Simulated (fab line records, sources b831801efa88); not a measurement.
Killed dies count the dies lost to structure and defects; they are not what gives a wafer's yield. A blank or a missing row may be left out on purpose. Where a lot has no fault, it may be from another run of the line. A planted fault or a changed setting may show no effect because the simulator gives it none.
Which of the tools did it? ; flow gf180mcu ; 14 lots with 42 wafers sampled at 3 steps, on a route of 602 steps

## WHAT THE GAUGES SHOWED, per wafer
GF_M5_CD_MEAS_07: the cd target is 280 nm. Usual: 280.1 nm for cd_nm, sd 1.3.
lot;measured;on;cd_nm (nm);flag
L539;day 26 12:58;cd_sem-01;279.8 281.5 280.5;
L543;day 27 21:39;cd_sem-02;277.1 278.1 277.8;
L544;day 28 02:37;cd_sem-02;282.0 281.5 281.7;
L550;day 30 03:00;cd_sem-02;280.1 281.1 280.4;
L552;day 30 11:58;cd_sem-02;281.6 282.2 282.1;
L554;day 30 21:37;cd_sem-02;281.5 281.7 282.5;
L555;day 31 03:13;cd_sem-02;280.8 280.2 281.2;
L556;day 31 11:47;cd_sem-02;281.0 280.1 280.0;
L557;day 31 13:56;cd_sem-01;279.7 279.0 280.6;
L558;day 31 15:22;cd_sem-02;278.5 279.7 280.0;
L559;day 32 02:04;cd_sem-02;277.7 278.0 277.9;
L560;day 32 08:14;cd_sem-01;277.8 279.3 280.5;
L561;day 32 11:28;cd_sem-01;280.0 279.8 279.1;
L562;day 32 17:01;cd_sem-01;282.0 280.8 282.1;

## WHICH TOOL RAN EACH LOT (tool, then ch and the chambers of the sampled wafers, then the start)
lot;GF_MIM_CVD_05;GF_MIM_SPUTTER_09
L539;pecvd-03 ch 1,2, day 24 18:28;pvd_sputter-02, day 24 18:37
L543;pecvd-03 ch 0,1, day 26 05:08;pvd_sputter-02, day 26 05:18
L544;pecvd-03 ch 0,1,2, day 26 10:21;pvd_sputter-02, day 26 10:31
L550;pecvd-04 ch 1,2, day 28 12:16;pvd_sputter-03, day 28 12:26
L552;pecvd-04 ch 0,1,2, day 28 21:10;pvd_sputter-03, day 28 21:19
L554;pecvd-02 ch 0,2, day 29 08:01;pvd_sputter-02, day 29 08:10
L555;pecvd-04 ch 1,2, day 29 15:01;pvd_sputter-03, day 29 15:10
L556;pecvd-02 ch 0,1,2, day 29 22:55;pvd_sputter-02, day 29 23:05
L557;pecvd-03 ch 0,1, day 30 01:15;pvd_sputter-03, day 30 01:25
L558;pecvd-04 ch 0,1,2, day 30 03:26;pvd_sputter-04, day 30 03:35
L559;pecvd-04 ch 0,1,2, day 30 14:03;pvd_sputter-02, day 30 14:11
L560;pecvd-02 ch 1,2, day 30 21:15;pvd_sputter-03, day 30 21:25
L561;pecvd-04 ch 0,1,2, day 31 00:36;pvd_sputter-04, day 31 00:46
L562;pecvd-03 ch 0,1, day 31 06:59;pvd_sputter-02, day 31 07:09
- GF_MIM_CVD_05: deposits Si3N4, target thk 42 nm, time 29.086 s.
- GF_MIM_SPUTTER_09: material TiN, target thk 35 nm, time 29.2 s.

## WHAT THE TOOLS THEMSELVES READ (means of the sampled wafers that have a number; where no wafer has one, the mark that the record gives instead)
GF_MIM_CVD_05. Usual: 638 W for heater_power_w, sd 120.
lot;tool;heater_power_w (W);flag
L539;pecvd-03;727;
L543;pecvd-03;719;
L544;pecvd-03;627;
L550;pecvd-04;745;
L552;pecvd-04;618;
L554;pecvd-02;565;
L555;pecvd-04;724;
L556;pecvd-02;612;
L557;pecvd-03;709;
L558;pecvd-04;657;
L559;pecvd-04;611;
L560;pecvd-02;587;
L561;pecvd-04;598;
L562;pecvd-03;716;

GF_MIM_SPUTTER_09. Usual: 29.6 % for throttle_valve_pct, sd 1.2.
lot;tool;throttle_valve_pct (%);flag
L539;pvd_sputter-02;28.8;
L543;pvd_sputter-02;29.0;
L544;pvd_sputter-02;29.2;
L550;pvd_sputter-03;31.1;
L552;pvd_sputter-03;29.6;
L554;pvd_sputter-02;28.8;
L555;pvd_sputter-03;30.3;
L556;pvd_sputter-02;29.4;
L557;pvd_sputter-03;31.1;
L558;pvd_sputter-04;29.6;
L559;pvd_sputter-02;28.9;
L560;pvd_sputter-03;31.0;
L561;pvd_sputter-04;29.6;
L562;pvd_sputter-02;29.5;

## THE ANSWER, worked out from the rows above alone
Rule: a lot counts as off when the mean over its wafers that have a number is more than 3 standard deviations away from the usual mean. A lot without any number at a reading at which 4 lots or more have one is off too. The other lots that the step has rows for count as sound. The gauges are gone through in route order, then the tools' own readings, and for those a lot's mean is taken as printed above. At the first step where some lot is off, the reading lying furthest off is the one used; lots without a number count as furthest.
Nothing can be told from this: no lot is off at any reading shown.

## WHAT HAD BEEN PUT IN BY THE SIMULATOR
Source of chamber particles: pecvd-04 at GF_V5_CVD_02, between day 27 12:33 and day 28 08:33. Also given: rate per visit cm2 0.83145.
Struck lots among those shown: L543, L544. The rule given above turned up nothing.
